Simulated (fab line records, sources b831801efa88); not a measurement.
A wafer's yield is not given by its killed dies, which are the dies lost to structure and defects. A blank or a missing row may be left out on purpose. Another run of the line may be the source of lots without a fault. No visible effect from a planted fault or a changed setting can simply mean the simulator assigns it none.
8D (eight disciplines) problem report, filled in by code / flow sky130 / the parts of the form that need people (team, actions taken, sign-off) are left out

== 1. THE ISSUE ==
Mean CONTACT_OVL at SKY_CONTACT_OVL_MEAS_15: 69 nm over 9 wafers in 3 lots; fault-free wafers: -1 nm, standard deviation 4.2. That puts it +17 standard deviations away from the usual mean.
Earliest sighting: wafer L664.1 on overlay-02 at day 34 11:26. The record holds 33 wafers of 11 lots with a number at this step. Rule for "out", or "out of limits": more than 4 standard deviations from the usual mean. The other wafers with a number count as sound.

== 2. WHAT IT IS, AND WHAT IT ISN'T ==
question=which readings at this step | is=CONTACT_OVL | is not=-
question=which lots | is=L664, L666, L671 | is not=L658, L659, L660, L661, L662, L670, L675, L680
question=which wafers of those lots | is=all that have a number | is not=-
question=read on which gauges | is=overlay-01, overlay-02 | is not=-
question=when | is=from day 34 11:26 | is not=up to then (15 sound wafers); but 9 sound wafers of L670, L675, L680 came after

== 3. WHAT RULES OUT EACH SUSPECT ==
Counting: a tool stays on the suspect list if, at a process step up to the reading, it processed all lots that are out and no sound lot following the first of them.
- the gauge at SKY_CONTACT_OVL_MEAS_15: ruled out. 2 gauges (overlay-01, overlay-02) read the wafers that are out.
- krf-scanner-01 at SKY_CONTACT_EXPOSE_11 (exposes mask CTM1, target cd 170 nm): kept. It processed each lot that is out, first L664 at day 33 21:55, and no sound lot thereafter; up to then, the last sound lot it processed was L662 at day 32 21:35.
Left after counting: krf-scanner-01 at SKY_CONTACT_EXPOSE_11.

== 4. THE CAUSE (what the simulator had put in) ==
Scanner matching overlay: krf-scanner-01, from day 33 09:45 on, at SKY_CONTACT_EXPOSE_11. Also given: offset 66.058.
Counting left only this tool.

== 5. THE EFFECT CHAIN, in route order ==
Rows list readings where the struck wafers' mean (over those with a number) sits beyond 3 standard deviations from the usual. Only readings whose record carries a usual standard deviation are examined. hours: median over the lots of the time between each lot's start at the first step of this table that gives one and its start at this step. sigmas: the change, counted in usual standard deviations.
hours=0; step=SKY_CONTACT_OVL_MEAS_15; reading=CONTACT_OVL; usual=-1 nm; on struck wafers=69; change=+70; sigmas=+17
Later measuring or inspecting steps at which every struck wafer that the step has a row for has a number for every such reading, and none has moved that far: SKY_CONTACT_RS_MEAS_25.

== 6. HOW IT WOULD HAVE BEEN CAUGHT EARLIER ==
Counted from the fault's start at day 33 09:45, it took 26 hours until the first out-of-limits reading at a measuring or inspecting step in this record, taken at day 34 11:26.
Tool readings at SKY_CONTACT_EXPOSE_11 with a usual standard deviation given in the record: none out on any struck wafer, hence no alarm at a limit of 4 standard deviations on them.
L666, L671, from the lots that are out (3), started SKY_CONTACT_EXPOSE_11 on krf-scanner-01 later than day 34 11:26. A hold on the tool at that time would have spared those 2.
